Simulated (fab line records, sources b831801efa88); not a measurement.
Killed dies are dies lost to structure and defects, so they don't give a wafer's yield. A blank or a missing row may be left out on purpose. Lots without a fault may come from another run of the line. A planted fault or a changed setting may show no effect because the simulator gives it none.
Chamber matching | flow sfq_line | SFQ_TRILAYER_I1_CMP_CMP_046 on cmp-02: 4 sister chambers
The step polishes SiO2. 4 wafers are shown with their chamber, then 8 later ones without.

WAFERS WITH THEIR CHAMBER
wafer  | chamber | motor_current_A (A)
L820.4 | 1       | 8.1
L823.1 | 0       | 10.3
L823.5 | 3       | 10.0
L825.4 | 2       | 10.6

WAFERS WITHOUT THEIR CHAMBER
wafer  | motor_current_A (A)
L825.2 | 10.1
L825.6 | 8.3
L829.2 | 10.3
L829.5 | 10.2
L829.6 | 10.6
L832.1 | 10.6
L832.5 | 10.3
L832.6 | 8.2

WHICH CHAMBER EACH WENT THROUGH
wafer  | from the rows above     | in truth
L825.2 | can't be placed: 3 or 0 | 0
L825.6 | 1                       | 1
L829.2 | 0                       | 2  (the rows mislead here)
L829.5 | can't be placed: 0 or 3 | 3
L829.6 | 2                       | 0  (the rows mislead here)
L832.1 | 2                       | 2
L832.5 | 0                       | 0
L832.6 | 1                       | 1
Placed correctly: 4 of 8. Can't be placed from these rows: 2 (the true chamber is among the candidates in 2). Placed wrongly: 2.
How it was worked out, from the rows above alone: a wafer's distance from a chamber is the root of the sum, over the readings, of the square of ((its reading less the chamber's mean) divided by the reading's scatter). The wafer belongs to the nearest chamber; if the next one is less than 2 further off, it can't be placed. A chamber's mean is the mean of its shown wafers. The scatter: with one shown wafer a chamber, the root of the mean of the squares of how far each hidden wafer lies from its nearest shown one.
